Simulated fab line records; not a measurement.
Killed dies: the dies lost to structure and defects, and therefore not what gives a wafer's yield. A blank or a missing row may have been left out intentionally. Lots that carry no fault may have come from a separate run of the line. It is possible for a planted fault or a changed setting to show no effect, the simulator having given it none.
Which of the tools did it? || flow gf180mcu || 11 lots with 33 wafers sampled at 2 steps, on a route of 602 steps

## WHAT THE GAUGES READ, wafer by wafer
GF_HV_LDD_OVL_MEAS_32.
{"lot": "L954", "measured": "day 11 15:17", "on": "overlay-02", "HV_LDD_02_OVL (nm)": "-0.5 -1.5 0.1"}
{"lot": "L955", "measured": "day 11 21:06", "on": "overlay-01", "HV_LDD_02_OVL (nm)": "2.0 0.4 1.1"}
{"lot": "L956", "measured": "day 12 03:58", "on": "overlay-02", "HV_LDD_02_OVL (nm)": "2.3 1.9 -0.9"}
{"lot": "L957", "measured": "day 12 16:16", "on": "overlay-02", "HV_LDD_02_OVL (nm)": "0.6 -0.4 -0.7"}
{"lot": "L959", "measured": "day 13 05:27", "on": "overlay-02", "HV_LDD_02_OVL (nm)": "0.2 -0.4 2.8"}
{"lot": "L961", "measured": "day 13 17:39", "on": "overlay-01", "HV_LDD_02_OVL (nm)": "-1.8 -0.7 -0.5"}
{"lot": "L965", "measured": "day 15 02:06", "on": "overlay-01", "HV_LDD_02_OVL (nm)": "-1.1 0.5 0.1"}
{"lot": "L971", "measured": "day 17 01:56", "on": "overlay-02", "HV_LDD_02_OVL (nm)": "-0.9 -2.0 -0.3"}
{"lot": "L972", "measured": "day 17 11:06", "on": "overlay-02", "HV_LDD_02_OVL (nm)": "2.0 1.7 2.3"}
{"lot": "L973", "measured": "day 17 15:29", "on": "overlay-01", "HV_LDD_02_OVL (nm)": "-0.7 -1.6 -1.4"}
{"lot": "L975", "measured": "day 18 16:49", "on": "overlay-02", "HV_LDD_02_OVL (nm)": "-0.6 -1.4 -1.5"}

## EACH LOT AND THE TOOL THAT RAN IT (in order: tool; ch and the chambers of the sampled wafers; start)
{"lot": "L954", "GF_HV_LDD_STRIP_10": "plasma_asher-01 ch 0,1, day 10 02:08"}
{"lot": "L955", "GF_HV_LDD_STRIP_10": "plasma_asher-03 ch 0,1, day 10 08:02"}
{"lot": "L956", "GF_HV_LDD_STRIP_10": "plasma_asher-03 ch 0,1, day 10 15:11"}
{"lot": "L957", "GF_HV_LDD_STRIP_10": "plasma_asher-01 ch 1, day 11 01:23"}
{"lot": "L959", "GF_HV_LDD_STRIP_10": "plasma_asher-04 ch 0,1, day 11 14:34"}
{"lot": "L961", "GF_HV_LDD_STRIP_10": "plasma_asher-01 ch 0,1, day 12 02:20"}
{"lot": "L965", "GF_HV_LDD_STRIP_10": "plasma_asher-03 ch 0,1, day 13 08:44"}
{"lot": "L971", "GF_HV_LDD_STRIP_10": "plasma_asher-04 ch 0,1, day 15 06:44"}
{"lot": "L972", "GF_HV_LDD_STRIP_10": "plasma_asher-04 ch 0,1, day 15 14:11"}
{"lot": "L973", "GF_HV_LDD_STRIP_10": "plasma_asher-04 ch 0,1, day 15 19:11"}
{"lot": "L975", "GF_HV_LDD_STRIP_10": "plasma_asher-03 ch 0,1, day 16 17:53"}
- GF_HV_LDD_STRIP_10: strips in O2/N2.

## THE ANSWER, worked out from the rows above alone
Rule: usual is defined by the lots themselves. The widest of any qualifying gaps counts: lots, ordered by their means at a reading, are off when they make up no more than a third of the lots, leave a main group of 4 or more, and stand apart from it by 3 or more times the standard deviation of that group's means. A main group is skipped when, at the precision printed for the reading in the tables above, its means are all equal. Also off: a lot with no number at a reading for which 4 or more lots have one. The other lots that the step has rows for count as sound.
Across all readings shown, no lot is off: no conclusion can be drawn from this.

## WHAT THE SIMULATOR HAD INSERTED
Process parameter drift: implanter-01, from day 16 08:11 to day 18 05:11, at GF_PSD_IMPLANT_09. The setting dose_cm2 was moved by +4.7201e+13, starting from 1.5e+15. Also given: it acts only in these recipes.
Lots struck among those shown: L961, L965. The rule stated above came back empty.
